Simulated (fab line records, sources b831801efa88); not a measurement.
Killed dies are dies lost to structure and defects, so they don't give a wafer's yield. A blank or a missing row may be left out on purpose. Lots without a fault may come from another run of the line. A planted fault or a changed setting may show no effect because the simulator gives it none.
fab line records | flow sky130
record lots=7 wafers=21 last_day=50
route steps=708 shown PWDE@48 NWELL@56 VT_ADJUST_HVTP@85 PAD_OPEN@708
lots that met no fault: from a run of the same line without faults
start_h: hours from the record's first day to the start of the lot's first wafer shown | wait_h: hours since the lot's step before | " the same as in the row above | L1.1+2: a row that stands for several wafers | - no value, or no start given | * or withheld: withheld | < > ~ a bound
route shown NAME@n: a module of which the file shows steps, and the number in the route of the first | usual: mean/standard deviation of fault-free wafers | same: alike in all rows | chamber/n: place in a boat | sites: the reading at each site | _std_site: their standard deviation | _edge_site: outer sites' mean less inner sites' | radius_mm: how far each site lies from the wafer's centre | mask NAME#n: copy n | behind: the tool/chamber that last shaped the wafer | hold: why the lot was held/for how many hours/how that ended | device: the transistor (n, p or np) that didn't switch | end of line: the same wafers' tests at the end of the route | a step without rows: its recipe alone | killed: dies lost to structure and defects at the first sort, not the wafer's yield | map: a wafer's dies, x killed, . not, _ none there
set.NAME: the setting as run; set.NAME@STEP: as run at that earlier step | model.NAME: the simulator's own value behind a step, which no gauge read
lots at some steps of the route; a table a step, a row a wafer
services: from which hour (start_h, from the record's first day; less than 0 if before it) a tool's chamber was out of use, for how many hours, and why
## steps
# step SKY_PWDE_SOFTBAKE_03
# recipe temp_c=110 time_s=withheld
# step SKY_PWDE_EXPOSE_04
# recipe mask_id=PWDEM na=0.6 source_shape=conventional sigma_outer=0.6 polarization=unpolarized target_cd_nm=840 dose_mj=214
# step SKY_PWDE_PEB_05
# recipe temp_c=115 time_s=withheld
# step SKY_PWDE_DEVELOP_06
# recipe wall_angle_deg=90 developer=TMAH develop_time_s=60 dev_temp_c=23
# step SKY_PWDE_OVL_MEAS_07
# usual PWDE_OVL=0.9/1.3
# columns lot.wafer tool chamber start_h wait_h PWDE_OVL[nm]
L858.2 overlay-01 - 64.84 - -0.4
L858.3 " - " " -1.2
L858.5 " - " " -1.0
L859.2 overlay-01 - 69.54 - -1.4
L859.4 " - " " -0.8
L859.6 " - " " 0.5
L860.3 overlay-01 - 74.25 - -2.4
L860.5 " - " " -0.5
L860.6 " - " " -1.0
L873.2 overlay-01 - 149.28 - 1.0
L873.5 " - " " -0.1
L873.6 " - " " 1.5
L874.2 overlay-02 - 154.59 - 1.7
L874.3 " - " " 1.6
L874.5 " - " " 1.7
L876.2 overlay-02 - 169.94 - 0.8
L876.4 " - " " 1.8
L876.5 " - " " 1.9
L880.2 overlay-01 - 192.09 - 1.2
L880.3 " - " " 0.9
L880.4 " - " " 1.9
# step SKY_PWDE_IMPLANT_08
# recipe species=B energy_kev=150 dose_cm2=3.6e+12 tilt_deg=withheld
# step SKY_PWDE_STRIP_09
# recipe chemistry=O2/N2 power_w=1400 pressure_mtorr=1500 platen_temp_c=withheld o2_flow_sccm=3000 n2_flow_sccm=300 overash_fraction=0.5
# usual drypump_motor_current_A=5.7/0.39 oes_product_au=0.723/0.0044 strip_time_to_endpoint_s=36.89/0.12
# columns lot.wafer tool chamber start_h wait_h drypump_motor_current_A oes_product_au rf_hours_counter_h strip_time_to_endpoint_s
L858.2 plasma_asher-01 1 65.02 0.1 5.5 0.713 39 36.90
L858.3 " 0 " " 5.2 0.733 - 36.90
L858.5 " 0 " " 5.2 0.726 - 36.80
L859.2 plasma_asher-02 1 69.72 0.1 5.9 0.720 40 36.83
L859.4 " 1 " " 5.8 0.713 - 36.96
L859.6 " 0 " " 6.3 0.719 - 36.98
L860.3 plasma_asher-02 1 74.46 0.1 5.9 0.726 - 36.61
L860.5 " 0 " " 6.3 0.727 - 36.70
L860.6 " 1 " " 5.9 0.726 - 36.66
L873.2 plasma_asher-02 0 149.46 0.1 6.3 0.726 3 37.10
L873.5 " 0 " " 6.3 0.725 - 37.15
L873.6 " 1 " " 5.9 0.737 - 37.08
L874.2 plasma_asher-01 1 154.77 0.1 5.5 0.727 48 36.76
L874.3 " 0 " " 5.2 0.723 - 36.90
L874.5 " 0 " " 5.2 0.725 - 36.91
L876.2 plasma_asher-02 1 170.12 0.1 5.9 0.720 5 37.02
L876.4 " 1 " " 5.9 0.724 - 37.02
L876.5 " 1 " " 5.8 0.728 - 37.03
L880.2 plasma_asher-03 1 192.27 0.1 5.3 0.721 49 37.02
L880.3 " 1 " " 5.4 0.715 - 36.77
L880.4 " 0 " " 5.8 0.728 - 36.81
# step SKY_PWDE_TW_MEAS_10
# usual PWDE_TW=369.0/2.9
# columns lot.wafer tool chamber start_h wait_h PWDE_TW
L858.2 film_metro-01 - 65.13 0.1 369.5
L858.3 " - " " 368.3
L858.5 " - " " 366.8
L859.2 film_metro-02 - 69.83 0.1 375.6
L859.4 " - " " 375.5
L859.6 " - " " 374.8
L860.3 film_metro-04 - 74.54 0.1 370.8
L860.5 " - " " 371.2
L860.6 " - " " 369.4
L873.2 film_metro-04 - 149.57 0.1 365.7
L873.5 " - " " 368.9
L873.6 " - " " 366.8
L874.2 film_metro-02 - 154.88 0.1 371.4
L874.3 " - " " 372.5
L874.5 " - " " 368.5
L876.2 film_metro-04 - 170.23 0.1 367.7
L876.4 " - " " 367.9
L876.5 " - " " 370.3
L880.2 film_metro-04 - 192.38 0.1 368.0
L880.3 " - " " 367.6
L880.4 " - " " 367.4
# step SKY_NWELL_DEHYDRATE_03
# recipe temp_c=200 time_s=60
# step SKY_NWELL_HMDS_04
# recipe prime_time_s=60 prime_temp_c=120
# step SKY_NWELL_COAT_05
# recipe spin_rpm=2000 resist_thk_nm=3000
# step SKY_NWELL_SOFTBAKE_06
# recipe temp_c=110 time_s=withheld
# step SKY_NWELL_EXPOSE_07
# recipe mask_id=NWM na=0.6 source_shape=conventional sigma_outer=0.6 polarization=unpolarized target_cd_nm=840 dose_mj=255
# usual exposure_dose_mJ_cm2=255.00/0.25
# columns lot.wafer tool chamber start_h wait_h mask exposure_dose_mJ_cm2
L858.2 iline_stepper-02 0 71.53 - NWM#0 255.30
L858.3 " 0 " " NWM#0 255.58
L858.5 " 0 " " NWM#0 255.46
L859.2 iline_stepper-02 0 76.71 - NWM#0 255.25
L859.4 " 0 " " NWM#0 255.08
L859.6 " 0 " " NWM#0 255.34
L860.3 iline_stepper-02 0 81.77 - NWM#0 255.13
L860.5 " 0 " " NWM#0 254.95
L860.6 " 0 " " NWM#0 255.31
L873.2 iline_stepper-02 0 159.79 - NWM#0 255.46
L873.5 " 0 " " NWM#0 255.17
L873.6 " 0 " " NWM#0 255.04
L874.2 iline_stepper-02 0 165.14 - NWM#0 254.49
L874.3 " 0 " " NWM#0 254.59
L874.5 " 0 " " NWM#0 254.76
L876.2 iline_stepper-02 0 180.90 - NWM#0 254.94
L876.4 " 0 " " NWM#0 255.23
L876.5 " 0 " " NWM#0 255.20
L880.2 iline_stepper-01 0 204.82 - NWM#0 255.07
L880.3 " 0 " " NWM#0 254.79
L880.4 " 0 " " NWM#0 255.22
# step SKY_NWELL_PEB_08
# recipe temp_c=115 time_s=withheld
# step SKY_NWELL_DEVELOP_09
# recipe wall_angle_deg=90 developer=TMAH develop_time_s=60 dev_temp_c=23
# step SKY_NWELL_OVL_MEAS_10
# usual NWELL_00_OVL=-0.8/1.4
# columns lot.wafer tool chamber start_h wait_h NWELL_00_OVL[nm]
L858.2 overlay-01 - 78.09 - -0.9
L858.3 " - " " -2.0
L858.5 " - " " -1.8
L859.2 overlay-02 - 85.44 - -3.0
L859.4 " - " " -1.8
L859.6 " - " " -2.1
L860.3 overlay-02 - 91.08 - -0.1
L860.5 " - " " 0.2
L860.6 " - " " 0.8
L873.2 overlay-01 - 169.88 - -0.8
L873.5 " - " " -1.1
L873.6 " - " " -2.8
L874.2 overlay-01 - 174.59 - -0.6
L874.3 " - " " -0.1
L874.5 " - " " -1.3
L876.2 overlay-02 - 191.09 - -4.8
L876.4 " - " " -2.0
L876.5 " - " " -2.0
L880.2 overlay-02 - 215.74 - -1.0
L880.3 " - " " -1.6
L880.4 " - " " -1.4
# step SKY_NWELL_IMPLANT_11
# recipe species=P energy_kev=400 dose_cm2=1.9e+13 tilt_deg=withheld
# step SKY_NWELL_IMPLANT_12
# recipe species=P energy_kev=120 dose_cm2=1.3e+12 tilt_deg=withheld
# step SKY_NWELL_IMPLANT_13
# recipe species=P energy_kev=50 dose_cm2=7e+11 tilt_deg=withheld
# step SKY_NWELL_STRIP_14
# recipe chemistry=O2/N2 power_w=1400 pressure_mtorr=1500 platen_temp_c=withheld o2_flow_sccm=3000 n2_flow_sccm=300 overash_fraction=0.5
# usual drypump_motor_current_A=5.7/0.64 oes_product_au=0.721/0.0041 strip_time_to_endpoint_s=36.92/0.11
# columns lot.wafer tool chamber start_h wait_h drypump_motor_current_A oes_product_au rf_hours_counter_h strip_time_to_endpoint_s
L858.2 plasma_asher-04 0 78.57 0.1 6.8 0.719 26 36.87
L858.3 " 1 " " 5.3 0.720 - 36.94
L858.5 " 1 " " 5.3 0.723 - 36.96
L859.2 plasma_asher-01 0 85.92 0.1 5.2 0.719 41 36.99
L859.4 " 0 " " 5.2 0.720 - 36.89
L859.6 " 1 " " 5.4 0.709 - 36.87
L860.3 plasma_asher-01 1 91.59 0.1 5.4 0.728 - 36.89
L860.5 " 1 " " 5.4 0.718 - 36.81
L860.6 " 0 " " 5.2 0.716 - 36.84
L873.2 plasma_asher-04 1 170.36 0.1 5.3 0.721 35 36.76
L873.5 " 1 " " 5.3 0.723 - 36.87
L873.6 " 0 " " 6.8 0.716 - 36.86
L874.2 plasma_asher-04 1 175.07 0.1 5.3 0.723 36 37.05
L874.3 " 0 " " 6.8 0.724 - 36.85
L874.5 " 1 " " 5.3 0.723 - 36.88
L876.2 plasma_asher-03 0 191.57 0.1 5.8 0.716 49 37.02
L876.4 " 1 " " 5.3 0.724 - 37.14
L876.5 " 0 " " 5.8 0.723 - 37.08
L880.2 plasma_asher-03 1 216.22 0.1 5.3 0.718 51 36.89
L880.3 " 0 " " 5.8 0.729 - 36.82
L880.4 " 1 " " 5.3 0.719 - 36.97
# step SKY_NWELL_TW_MEAS_15
# usual NWELL_TW=1799/13
# columns lot.wafer tool chamber start_h wait_h NWELL_TW
L858.2 film_metro-02 - 78.68 0.1 1817
L858.3 " - " " 1816
L858.5 " - " " 1815
L859.2 film_metro-02 - 86.03 0.1 1819
L859.4 " - " " 1816
L859.6 " - " " 1817
L860.3 film_metro-04 - 91.68 0.1 1797
L860.5 " - " " 1806
L860.6 " - " " 1790
L873.2 film_metro-02 - 170.47 0.1 1800
L873.5 " - " " 1811
L873.6 " - " " 1806
L874.2 film_metro-04 - 175.18 0.1 1806
L874.3 " - " " 1805
L874.5 " - " " 1786
L876.2 film_metro-04 - 191.68 0.1 1791
L876.4 " - " " 1792
L876.5 " - " " 1794
L880.2 film_metro-04 - 216.33 0.1 1788
L880.3 " - " " 1795
L880.4 " - " " 1774
# step SKY_NWELL_DEHYDRATE_16
# recipe temp_c=200 time_s=60
# step SKY_NWELL_HMDS_17
# recipe prime_time_s=60 prime_temp_c=120
# step SKY_NWELL_COAT_18
# recipe spin_rpm=2000 resist_thk_nm=3000
# step SKY_NWELL_SOFTBAKE_19
# recipe temp_c=110 time_s=withheld
# step SKY_NWELL_EXPOSE_20
# recipe mask_id=NWM_COMPLEMENT na=0.6 source_shape=conventional sigma_outer=0.6 polarization=unpolarized target_cd_nm=840 dose_mj=260
# step SKY_NWELL_PEB_21
# recipe temp_c=115 time_s=withheld
# step SKY_NWELL_DEVELOP_22
# recipe wall_angle_deg=90 developer=TMAH develop_time_s=60 dev_temp_c=23
# step SKY_NWELL_OVL_MEAS_23
# usual NWELL_01_OVL=-0.1/1.3
# columns lot.wafer tool chamber start_h wait_h NWELL_01_OVL[nm]
L858.2 overlay-01 - 95.89 - -0.8
L858.3 " - " " 0.9
L858.5 " - " " -0.7
L859.2 overlay-01 - 102.23 - 4.1
L859.4 " - " " 1.1
L859.6 " - " " 0.4
L860.3 overlay-02 - 109.24 - -1.4
L860.5 " - " " 0.9
L860.6 " - " " 0.0
L873.2 overlay-01 - 191.09 - 1.8
L873.5 " - " " 2.1
L873.6 " - " " 0.9
L874.2 overlay-01 - 196.53 - -1.1
L874.3 " - " " -1.0
L874.5 " - " " -1.0
L876.2 overlay-01 - 214.79 - -2.3
L876.4 " - " " -1.0
L876.5 " - " " -1.1
L880.2 overlay-01 - 239.29 - -1.3
L880.3 " - " " 0.0
L880.4 " - " " -0.9
# step SKY_NWELL_IMPLANT_24
# recipe species=B energy_kev=140 dose_cm2=9.2e+12 tilt_deg=withheld
# step SKY_NWELL_STRIP_25
# recipe chemistry=O2/N2 power_w=1400 pressure_mtorr=1500 platen_temp_c=withheld o2_flow_sccm=3000 n2_flow_sccm=300 overash_fraction=0.5
# usual drypump_motor_current_A=5.6/0.47 oes_product_au=0.723/0.0045 strip_time_to_endpoint_s=36.93/0.11
# columns lot.wafer tool chamber start_h wait_h drypump_motor_current_A oes_product_au rf_hours_counter_h strip_time_to_endpoint_s
L858.2 plasma_asher-03 1 96.07 0.1 5.3 0.727 39 36.88
L858.3 " 1 " " 5.3 0.726 - 36.81
L858.5 " 0 " " 5.8 0.723 - 36.77
L859.2 plasma_asher-03 0 102.41 0.1 5.8 0.722 40 36.97
L859.4 " 1 " " 5.3 0.728 - 36.82
L859.6 " 1 " " 5.3 0.715 - 36.77
L860.3 plasma_asher-03 0 109.45 0.1 5.8 0.723 - 36.88
L860.5 " 1 " " 5.3 0.728 - 37.03
L860.6 " 0 " " 5.8 0.727 - 36.86
L873.2 plasma_asher-04 0 191.27 0.1 6.8 0.722 37 36.71
L873.5 " 1 " " 5.3 0.728 - 36.86
L873.6 " 0 " " 6.8 0.723 - 36.87
L874.2 plasma_asher-03 0 196.71 0.1 5.8 0.724 49 36.69
L874.3 " 0 " " 5.8 0.723 - 36.83
L874.5 " 0 " " 5.8 0.726 - 36.92
L876.2 plasma_asher-04 1 214.97 0.1 5.3 0.724 40 37.00
L876.4 " 1 " " 5.3 0.720 - 36.92
L876.5 " 1 " " 5.3 0.725 - 36.73
L880.2 plasma_asher-01 0 239.47 0.1 5.2 0.729 55 36.83
L880.3 " 1 " " 5.5 0.727 - 37.06
L880.4 " 0 " " 5.2 0.719 - 36.91
# step SKY_NWELL_TW_MEAS_26
# usual NWELL_2_TW=489/3.1
# columns lot.wafer tool chamber start_h wait_h NWELL_2_TW
L858.2 film_metro-04 - 96.27 0.2 491
L858.3 " - " " 491
L858.5 " - " " 491
L859.2 film_metro-01 - 102.52 0.1 485
L859.4 " - " " 487
L859.6 " - " " 487
L860.3 film_metro-04 - 109.54 0.1 491
L860.5 " - " " 490
L860.6 " - " " 492
L873.2 film_metro-04 - 191.38 0.1 488
L873.5 " - " " 489
L873.6 " - " " 485
L874.2 film_metro-04 - 196.82 0.1 490
L874.3 " - " " 489
L874.5 " - " " 487
L876.2 film_metro-04 - 215.08 0.1 488
L876.4 " - " " 490
L876.5 " - " " 490
L880.2 film_metro-01 - 239.58 0.1 491
L880.3 " - " " 487
L880.4 " - " " 487
# step SKY_NWELL_CLEAN_27
# recipe chemistry=SC1/SC2 mix=1:4:20 temp_c=70 time_s=150 dry=n2_spin
# step SKY_NWELL_RTA_28
# recipe temp_c=1050 time_s=30 idle_temp_c=650 ramp_up_c_per_s=150 ramp_down_c_per_s=90 ambient=N2
# usual chamber_o2_ppm=2.004/0.024 lamp_power_pct=25.30/0.055 wafer_temp_C_max=1054.9/0.97
# same time_s=30
# columns lot.wafer tool chamber start_h wait_h chamber_o2_ppm lamp_power_pct wafer_temp_C_max
L858.2 rtp_anneal-02 0 96.39 0.0 1.999 25.24 1055.5
L858.3 " 0 " " 1.976 25.26 1056.5
L858.5 " 0 " " 2.015 25.26 1053.9
L859.2 rtp_anneal-02 0 102.64 0.0 1.978 25.26 1054.0
L859.4 " 0 " " 1.991 25.27 1054.6
L859.6 " 0 " " 1.979 25.29 1055.5
L860.3 rtp_anneal-01 0 109.66 0.0 1.976 25.29 1053.7
L860.5 " 0 " " 1.982 25.38 1055.2
L860.6 " 0 " " 1.981 25.34 1054.9
L873.2 rtp_anneal-01 0 191.51 0.0 1.993 25.23 1054.2
L873.5 " 0 " " 1.972 25.29 1053.6
L873.6 " 0 " " 1.975 25.28 1054.8
L874.2 rtp_anneal-02 0 196.94 0.0 1.989 25.26 1054.1
L874.3 " 0 " " 2.042 25.35 1055.6
L874.5 " 0 " " 1.990 25.30 1054.9
L876.2 rtp_anneal-02 0 215.19 0.0 2.047 25.27 1055.3
L876.4 " 0 " " 2.021 25.31 1056.4
L876.5 " 0 " " 2.012 25.32 1055.4
L880.2 rtp_anneal-02 0 239.70 0.0 1.975 25.27 1056.2
L880.3 " 0 " " 1.948 25.35 1056.5
L880.4 " 0 " " 1.973 25.27 1054.5
# step SKY_NWELL_RS_MEAS_29
# recipe thk_meas_gauge=four-point-probe
# usual NWELL_RS=624.0/1.5
# columns lot.wafer tool chamber start_h wait_h NWELL_RS[ohm/sq]
L858.2 film_metro-02 - 96.69 0.3 626.0
L858.3 " - " " 625.1
L858.5 " - " " 625.8
L859.2 film_metro-02 - 102.74 0.1 623.6
L859.4 " - " " 624.8
L859.6 " - " " 623.4
L860.3 film_metro-01 - 109.77 0.1 625.5
L860.5 " - " " 624.0
L860.6 " - " " 621.6
L873.2 film_metro-02 - 191.61 0.1 623.0
L873.5 " - " " 623.6
L873.6 " - " " 624.2
L874.2 film_metro-02 - 197.04 0.1 619.2
L874.3 " - " " 620.3
L874.5 " - " " 621.1
L876.2 film_metro-01 - 215.30 0.1 626.5
L876.4 " - " " 625.9
L876.5 " - " " 623.5
L880.2 film_metro-01 - 239.80 0.1 625.6
L880.3 " - " " 626.0
L880.4 " - " " 625.5
# step SKY_NWELL_RS_MEAS_31
# recipe thk_meas_gauge=four-point-probe
# usual PWDE_RS=5276/20
# columns lot.wafer tool chamber start_h wait_h PWDE_RS[ohm/sq]
L858.2 film_metro-02 - 96.93 0.1 5274
L858.3 " - " " 5256
L858.5 " - " " 5269
L859.2 film_metro-02 - 102.98 0.1 5247
L859.4 " - " " 5244
L859.6 " - " " 5252
L860.3 film_metro-01 - 110.01 0.1 5290
L860.5 " - " " 5304
L860.6 " - " " 5303
L873.2 film_metro-02 - 191.85 0.1 5311
L873.5 " - " " 5265
L873.6 " - " " 5289
L874.2 film_metro-02 - 197.28 0.1 5306
L874.3 " - " " 5297
L874.5 " - " " 5291
L876.2 film_metro-01 - 215.54 0.1 5237
L876.4 " - " " 5240
L876.5 " - " " 5230
L880.2 film_metro-01 - 240.04 0.1 5283
L880.3 " - " " 5265
L880.4 " - " " 5304
# step SKY_VT_ADJUST_HVTP_DEHYDRATE_00
# recipe temp_c=200 time_s=60
# step SKY_VT_ADJUST_HVTP_HMDS_01
# recipe prime_time_s=60 prime_temp_c=120
# step SKY_VT_ADJUST_HVTP_COAT_02
# recipe resist=NOVOLAK spin_rpm=3000 resist_thk_nm=1140
# step SKY_VT_ADJUST_HVTP_SOFTBAKE_03
# recipe temp_c=90 time_s=60 resist=NOVOLAK
# step SKY_VT_ADJUST_HVTP_EXPOSE_04
# recipe mask_id=HVTPM na=0.6 source_shape=conventional sigma_outer=0.6 polarization=unpolarized target_cd_nm=380 dose_mj=140
# step SKY_PAD_OPEN_PROBE_99
# usual killed_at_M0_to_M3=43/6.6 killed_at_M4_up=3.2/1.9 killed_at_contacts=25/5.3 killed_at_front_end=16/4.5 killed_at_other=0.3/0.63 killed_dies=87/8.9 killed_on_rim=17/3.7 killed_open=48/7.9 killed_short=39/5.3
# same gross_dies=492 killed_at_back_side=0
# columns lot.wafer tool chamber start_h wait_h killed_at_M0_to_M3 killed_at_M4_up killed_at_contacts killed_at_front_end killed_at_other killed_dies killed_on_rim killed_open killed_short model.etest.nfet_16v.r_on_ohm_um model.etest.res_nwell.width_nm model.etest.res_iso_pwell.width_nm model.etest.pfet_16v.drive_ua_um
L858.2 prober-01 - 1064.99 0.1 41 7 19 9 0 76 17 38 38 1.404e+04 839.9 2647 247.5
L858.3 prober-01 - 1065.04 0.2 40 0 28 16 0 84 17 42 42 1.404e+04 837 2662 251.4
L858.5 prober-01 - 1065.14 0.2 46 4 26 14 2 92 17 51 40 1.395e+04 836.3 2654 249.8
L859.2 prober-02 - 1077.09 0.1 43 3 27 12 3 88 18 49 36 1.412e+04 835.1 2648 241.3
L859.4 prober-02 - 1077.19 0.2 40 4 23 23 0 90 20 50 39 1.417e+04 833.8 2657 242.3
L859.6 prober-02 - 1077.29 0.2 29 3 28 22 1 83 18 45 36 1.402e+04 830.6 2658 246.2
L860.3 prober-01 - 1088.09 0.2 50 1 25 20 0 96 22 56 38 1.418e+04 823.5 2635 252.7
L860.5 prober-01 - 1088.19 0.2 40 5 35 23 0 103 21 53 49 1.422e+04 823 2646 246.5
L860.6 prober-01 - 1088.24 0.2 35 7 31 16 0 89 20 44 44 1.415e+04 834.6 2654 245.7
L873.2 prober-02 - 1160.24 0.1 59 1 20 23 0 103 22 56 46 1.391e+04 857.5 2638 243.2
L873.5 prober-02 - 1160.39 0.2 52 1 24 10 0 87 14 49 37 1.407e+04 865.5 2629 241.1
L873.6 prober-02 - 1160.44 0.2 35 1 21 17 0 74 14 35 39 1.405e+04 872.2 2632 240.3
L874.2 prober-01 - 1172.05 0.1 50 2 26 14 0 92 17 54 38 1.347e+04 907.9 2617 233.8
L874.3 prober-01 - 1172.10 0.2 46 3 31 23 1 104 16 61 40 1.34e+04 907.5 2610 235.6
L874.5 prober-01 - 1172.20 0.2 44 5 32 18 0 99 17 53 46 1.349e+04 872 2619 241.1
L876.2 prober-01 - 1178.34 0.1 40 4 22 20 1 87 14 40 46 1.368e+04 839 2668 238.3
L876.4 prober-01 - 1178.44 0.2 39 3 34 11 0 87 14 45 42 1.341e+04 886.1 2633 233.3
L876.5 prober-01 - 1178.49 0.2 38 5 23 15 1 82 12 45 37 1.372e+04 828.8 2652 240.3
L880.2 prober-01 - 1193.05 0.1 45 6 28 18 0 97 16 44 52 1.41e+04 843.5 2653 242
L880.3 prober-01 - 1193.10 0.2 41 2 29 20 0 92 17 52 40 1.405e+04 843.7 2650 246.7
L880.4 prober-01 - 1193.15 0.2 36 4 38 23 0 101 23 52 49 1.406e+04 841.6 2660 250.1
# killed by level:class
L858.2 VIA1:geometric_particle:open=12 METAL1:geometric_particle:short=10 LI_CONTACT:geometric_particle:open=6 METAL2:geometric_particle:short=6 METAL4:geometric_particle:short=6 CONTACT:geometric_particle:open=5 VIA3:geometric_particle:open=5 LOCAL_INTERCONNECT:geometric_particle:short=3
L858.3 VIA1:geometric_particle:short=8 VIA3:geometric_particle:open=8 VIA1:geometric_particle:open=7 LI_CONTACT:geometric_particle:open=7 LOCAL_INTERCONNECT:geometric_particle:short=6 LI_CONTACT:geometric_particle:short=6 CONTACT:geometric_particle:open=6 METAL1:geometric_particle:short=5
L858.5 VIA1:geometric_particle:open=10 FIELD_ISO:geometric_particle:open=8 LI_CONTACT:geometric_particle:open=8 METAL1:geometric_particle:short=8 CONTACT:geometric_particle:open=6 VIA1:geometric_particle:short=5 METAL2:geometric_particle:short=5 LI_CONTACT:geometric_particle:short=4
L859.2 CONTACT:geometric_particle:open=11 LI_CONTACT:geometric_particle:open=9 VIA1:geometric_particle:open=9 METAL2:geometric_particle:short=7 METAL1:geometric_particle:short=6 VIA3:geometric_particle:open=6 LOCAL_INTERCONNECT:geometric_particle:short=5 FIELD_ISO:geometric_particle:short=3
L859.4 VIA1:geometric_particle:open=11 METAL1:geometric_particle:short=9 FIELD_ISO:geometric_particle:open=7 CONTACT:geometric_particle:open=7 LI_CONTACT:geometric_particle:open=6 FIELD_ISO:geometric_particle:short=5 POLY_GATE:geometric_particle:open=5 VIA3:geometric_particle:open=5
L859.6 POLY_GATE:geometric_particle:open=10 LI_CONTACT:geometric_particle:open=8 CONTACT:geometric_particle:open=7 LOCAL_INTERCONNECT:geometric_particle:short=6 VIA1:geometric_particle:open=6 VIA3:geometric_particle:open=5 POLY_GATE:geometric_particle:short=4 METAL2:geometric_particle:short=4
L860.3 CONTACT:geometric_particle:open=12 VIA1:geometric_particle:open=11 VIA2:geometric_particle:open=8 CONTACT:geometric_particle:short=7 VIA3:geometric_particle:open=7 POLY_GATE:geometric_particle:open=6 METAL1:geometric_particle:short=5 VIA1:geometric_particle:short=5
L860.5 VIA1:geometric_particle:open=14 CONTACT:geometric_particle:open=12 CONTACT:geometric_particle:short=8 LI_CONTACT:geometric_particle:open=7 METAL1:geometric_particle:short=6 POLY_GATE:geometric_particle:open=5 LOCAL_INTERCONNECT:geometric_particle:short=5 METAL4:geometric_particle:short=5
L860.6 CONTACT:geometric_particle:open=11 LI_CONTACT:geometric_particle:open=7 VIA1:geometric_particle:open=7 METAL1:geometric_particle:short=6 CONTACT:geometric_particle:short=5 VIA1:geometric_particle:short=5 METAL2:geometric_particle:short=5 VIA3:geometric_particle:open=5
L873.2 VIA2:geometric_particle:open=17 FIELD_ISO:geometric_particle:open=11 FIELD_ISO:geometric_particle:short=6 LOCAL_INTERCONNECT:geometric_particle:short=6 METAL2:geometric_particle:short=6 VIA2:geometric_particle:short=6 LI_CONTACT:geometric_particle:open=5 METAL1:geometric_particle:short=5
L873.5 VIA1:geometric_particle:open=13 VIA3:geometric_particle:open=12 LI_CONTACT:geometric_particle:open=8 METAL2:geometric_particle:short=7 CONTACT:geometric_particle:open=6 LI_CONTACT:geometric_particle:short=4 CONTACT:geometric_particle:short=4 METAL1:geometric_particle:short=4
L873.6 LI_CONTACT:geometric_particle:open=8 CONTACT:geometric_particle:open=6 VIA1:geometric_particle:open=6 FIELD_ISO:geometric_particle:open=5 FIELD_ISO:geometric_particle:short=5 METAL1:geometric_particle:short=5 VIA1:geometric_particle:short=5 POLY_GATE:geometric_particle:short=4
L874.2 CONTACT:geometric_particle:open=14 METAL1:geometric_particle:short=9 VIA1:geometric_particle:open=8 LI_CONTACT:geometric_particle:open=7 VIA3:geometric_particle:open=7 FIELD_ISO:geometric_particle:open=6 VIA2:geometric_particle:open=6 VIA1:geometric_particle:short=5
L874.3 CONTACT:geometric_particle:open=13 VIA1:geometric_particle:open=12 VIA3:geometric_particle:open=8 FIELD_ISO:geometric_particle:open=6 POLY_GATE:geometric_particle:open=6 CONTACT:geometric_particle:short=6 LI_CONTACT:geometric_particle:open=5 METAL1:geometric_particle:short=5
L874.5 VIA1:geometric_particle:open=11 CONTACT:geometric_particle:short=11 VIA3:geometric_particle:open=9 CONTACT:geometric_particle:open=8 VIA1:geometric_particle:short=7 LI_CONTACT:geometric_particle:open=6 FIELD_ISO:geometric_particle:open=5 POLY_GATE:geometric_particle:open=5
L876.2 FIELD_ISO:geometric_particle:short=12 CONTACT:geometric_particle:open=11 CONTACT:geometric_particle:short=7 VIA3:geometric_particle:open=7 VIA2:geometric_particle:open=6 METAL1:geometric_particle:short=6 VIA1:geometric_particle:open=6 METAL2:geometric_particle:short=5
L876.4 CONTACT:geometric_particle:open=14 CONTACT:geometric_particle:short=8 LI_CONTACT:geometric_particle:open=7 METAL3:geometric_particle:short=7 VIA1:geometric_particle:short=6 VIA1:geometric_particle:open=6 METAL1:geometric_particle:short=5 METAL2:geometric_particle:short=4
L876.5 CONTACT:geometric_particle:open=12 VIA2:geometric_particle:open=8 VIA1:geometric_particle:open=7 METAL1:geometric_particle:short=5 FIELD_ISO:geometric_particle:open=4 CONTACT:geometric_particle:short=4 LI_CONTACT:geometric_particle:short=4 METAL2:geometric_particle:short=4
L880.2 CONTACT:geometric_particle:open=14 METAL2:geometric_particle:short=8 METAL1:geometric_particle:short=7 CONTACT:geometric_particle:short=7 POLY_GATE:geometric_particle:short=5 VIA2:geometric_particle:short=5 VIA1:geometric_particle:open=5 VIA3:geometric_particle:open=5
L880.3 CONTACT:geometric_particle:open=16 VIA1:geometric_particle:open=11 CONTACT:geometric_particle:short=7 FIELD_ISO:geometric_particle:open=5 FIELD_ISO:geometric_particle:short=5 VIA1:geometric_particle:short=5 VIA2:geometric_particle:open=5 LI_CONTACT:geometric_particle:open=4
L880.4 LI_CONTACT:geometric_particle:open=14 CONTACT:geometric_particle:open=11 METAL2:geometric_particle:short=10 FIELD_ISO:geometric_particle:open=6 VIA1:geometric_particle:short=6 POLY_GATE:geometric_particle:short=5 CONTACT:geometric_particle:short=5 VIA1:geometric_particle:open=5
## services
# columns tool chamber start_h hours kind
rtp_anneal-01 - 55.01 3.4 pm
plasma_asher-04 - 69.01 2.2 repair
iline_stepper-02 0 72.27 - calibration
iline_stepper-01 0 78.70 - calibration
plasma_asher-02 - 108.75 9.0 pm
plasma_asher-02 0 108.75 9.0 vent_cycle
plasma_asher-02 1 108.75 9.0 vent_cycle
plasma_asher-02 0 117.75 - clean
plasma_asher-02 1 117.75 - clean
iline_stepper-01 - 157.06 1.7 pm
rtp_anneal-02 - 157.88 5.9 pm
iline_stepper-02 - 166.13 4.4 pm
plasma_asher-01 - 174.19 0.6 repair
plasma_asher-01 - 181.33 2.8 repair
iline_stepper-02 - 202.24 2.1 pm
iline_stepper-02 - 204.32 - consumable_replace:lamp
iline_stepper-02 - 204.32 1.7 pm
iline_stepper-01 - 209.56 0.8 repair
## key
first_sign none at tools or gauges
model_effect step=SKY_PAD_OPEN_PROBE_99 value=etest.nfet_16v.r_on_ohm_um without=1.391e+04 struck=1.369e+04
met_at SKY_NWELL_EXPOSE_07
struck_wafers L873.2,L873.5,L873.6,L874.2,L874.3,L874.5,L876.2,L876.4,L876.5
tester_left_out L873,L874,L876
onset_between 81.77 159.79
fault kind=process_parameter_drift tool=iline_stepper-02 chamber=- onset_h=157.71 steps=SKY_NWELL_EXPOSE_07 channel=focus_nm offset=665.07 spread_by_wafer=0.3 shape=step end_h=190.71
# tester_left_out: of these lots the tester's yield and bins aren't shown, on N5 and GAA mostly nor the transistor test; their killed dies are dies lost to structure and defects alone, not to doping, threshold or leakage, so they don't give the yield
